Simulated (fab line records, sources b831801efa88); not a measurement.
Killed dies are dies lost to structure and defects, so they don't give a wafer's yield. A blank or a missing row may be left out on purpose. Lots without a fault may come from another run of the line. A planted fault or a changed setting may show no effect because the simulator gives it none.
Chamber matching | flow gf180mcu | GF_STI_ETCH_14 on rie_si-02: 4 sister chambers
The step etches Si in HBr/Cl2/O2, target depth 360 nm, time 102.9 s. 16 wafers are shown with their chamber, then 7 later ones without.

WAFERS WITH THEIR CHAMBER
wafer  | chamber | run_length_s (s) | oes_product_au (a.u.) | throttle_valve_pct (%)
L800.1 | 3       | 131.3            | 0.998                 | 25.649
L800.2 | 1       | 131.8            | 1.003                 | 25.674
L800.6 | 0       | 130.8            | 1.016                 | 25.627
L804.1 | 2       | 130.8            | 1.017                 | 25.651
L804.4 | 1       | 131.7            | 1.018                 | 25.647
L804.6 | 2       | 130.6            | 1.006                 | 25.647
L805.1 | 2       | 130.3            | 1.001                 | 25.660
L805.3 | 3       | 130.8            | 0.992                 | 25.662
L805.6 | 3       | 130.6            | 0.996                 | 25.648
L806.2 | 0       | 131.0            | 1.011                 | 25.651
L806.3 | 2       | 130.1            | 1.016                 | 25.644
L806.6 | 3       | 131.1            | 1.012                 | 25.647
L807.1 | 0       | 130.9            | 1.013                 | 25.653
L807.4 | 3       | 130.4            | 1.009                 | 25.639
L807.6 | 2       | 130.1            | 1.012                 | 25.652
L812.1 | 3       | 130.7            | 1.003                 | 25.647

SIGNATURES (means of the wafers above)
reading            | chamber 0 | chamber 1 | chamber 2 | chamber 3 | scatter within a chamber
run_length_s       | 130.900   | 131.750   | 130.380   | 130.817   | 0.283
oes_product_au     | 1.01333   | 1.01050   | 1.01040   | 1.00167   | 0.00714
throttle_valve_pct | 25.64367  | 25.66050  | 25.65080  | 25.64867  | 0.01
Rule: a wafer's distance from a chamber is the root of the sum, over the readings, of the square of ((its reading less the chamber's mean) divided by the reading's scatter). The wafer belongs to the nearest chamber; if the next one is less than 2 further off, it can't be placed. The scatter: the root of (the sum of the squares of (reading less its chamber's mean) over the shown wafers, divided by (wafers less chambers)).

WAFERS WITHOUT THEIR CHAMBER
wafer  | run_length_s (s) | oes_product_au (a.u.) | throttle_valve_pct (%)
L812.2 | 131.4            | 1.026                 | 25.644
L812.4 | 130.4            | 1.004                 | 25.656
L813.3 | 130.7            | 1.017                 | 25.635
L813.5 | 130.4            | 1.011                 | 25.652
L813.6 | 131.0            | 1.028                 | 25.650
L814.6 | 130.4            | 1.010                 | 25.645
L819.5 | 130.6            | 1.011                 | 25.651

WHICH CHAMBER EACH WENT THROUGH
wafer  | from the rows above               | in truth
L812.2 | can't be placed: 0 or 1 or 3 or 2 | 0
L812.4 | can't be placed: 2 or 3 or 0      | 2
L813.3 | can't be placed: 0 or 2 or 3      | 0
L813.5 | can't be placed: 2 or 0 or 3      | 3
L813.6 | can't be placed: 0 or 2 or 3 or 1 | 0
L814.6 | can't be placed: 2 or 0 or 3      | 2
L819.5 | can't be placed: 2 or 0 or 3      | 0
Placed correctly: 0 of 7. Can't be placed from these rows: 7 (the true chamber is among the candidates in 7). Placed wrongly: 0.
